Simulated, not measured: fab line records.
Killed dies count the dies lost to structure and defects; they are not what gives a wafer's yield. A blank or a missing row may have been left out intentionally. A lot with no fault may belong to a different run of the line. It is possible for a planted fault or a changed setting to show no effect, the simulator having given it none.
2 desks looking at one fault || flow gf180mcu || every desk sees just its own numbers, and what lay behind them comes last

== FROM THE METROLOGY DESK ==
Means of the sampled wafers that have a number, per lot and without regard to the tool the lot ran on: this is what the gauges read. If a lot's mean is further than 4 standard deviations from the usual mean, the lot is out of limits and carries the mark OUT (the distance appears in the brackets).
Columns: A = CONTACT_W_THK at GF_CONTACT_THK_MEAS_26, usual 303 nm
{"lot": "L663", "first seen here": "day 16 17:40", "A": 307}
{"lot": "L664", "first seen here": "day 16 17:59", "A": 308}
{"lot": "L665", "first seen here": "day 17 06:05", "A": 305}
{"lot": "L666", "first seen here": "day 17 13:06", "A": 307}
{"lot": "L667", "first seen here": "day 17 18:55", "A": 308}
{"lot": "L668", "first seen here": "day 17 20:29", "A": 309}
{"lot": "L669", "first seen here": "day 18 09:44", "A": 302}
{"lot": "L670", "first seen here": "day 18 16:34", "A": 302}
{"lot": "L671", "first seen here": "day 19 06:17", "A": 299}
{"lot": "L673", "first seen here": "day 20 04:32", "A": 302}
{"lot": "L679", "first seen here": "day 21 22:41", "A": 305}
{"lot": "L681", "first seen here": "day 22 15:02", "A": 303}
{"lot": "L683", "first seen here": "day 23 09:25", "A": 310}
{"lot": "L686", "first seen here": "day 24 08:04", "A": 296}
Finding of this desk: none of the 14 lots has anything out of limits.

== AT THE TOOL OWNER'S DESK: implanter-03 ==
The tool's own readings at GF_DNWELL_IMPLANT_07: means of the sampled wafers that have a number, for each lot that ran on this tool. If a lot's mean is further than 4 standard deviations from the usual mean, the lot is out of limits and carries the mark OUT (the distance appears in the brackets).
Columns: A = beam-energy-keV at GF_DNWELL_IMPLANT_07, usual 1500.1; B = dose-ions-cm2 at GF_DNWELL_IMPLANT_07, usual 9.999e+12
{"lot": "L663", "first seen here": "day 3 02:47", "A": 1500.3, "B": 1.000e+13}
{"lot": "L665", "first seen here": "day 3 09:49", "A": 1500.3, "B": 1.001e+13}
{"lot": "L669", "first seen here": "day 4 04:11", "A": 1499.6, "B": 9.989e+12}
{"lot": "L670", "first seen here": "day 4 07:39", "A": 1500.3, "B": 9.992e+12}
{"lot": "L679", "first seen here": "day 6 05:49", "A": "1612.8 (+99 or more) OUT", "B": 1.001e+13}
{"lot": "L681", "first seen here": "day 6 17:11", "A": "1612.7 (+99 or more) OUT", "B": 1.000e+13}
This desk's verdict: out of limits on L679, L681, starting with L679 at day 6 05:49 (beam-energy-keV at GF_DNWELL_IMPLANT_07). L663, L665, L669, L670: within limits.

== ALL TOGETHER ==
On L679, L681, at day 6 05:49, an alarm was possible from the tool owner's desk.
Nothing out of limits was seen by the metrology desk.
The metrology desk has L679, L681 on record, within its limits.
All the named lots went through GF_DNWELL_IMPLANT_07 on implanter-03.

== WHAT WAS PUT IN BY THE SIMULATOR ==
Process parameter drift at GF_DNWELL_IMPLANT_07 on implanter-03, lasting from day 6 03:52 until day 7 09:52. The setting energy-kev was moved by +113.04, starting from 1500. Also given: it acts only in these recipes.
Shown lots that were struck: L679, L681.
Hours from the fault's start to each desk's first reading out of limits: the tool owner's desk, 2.
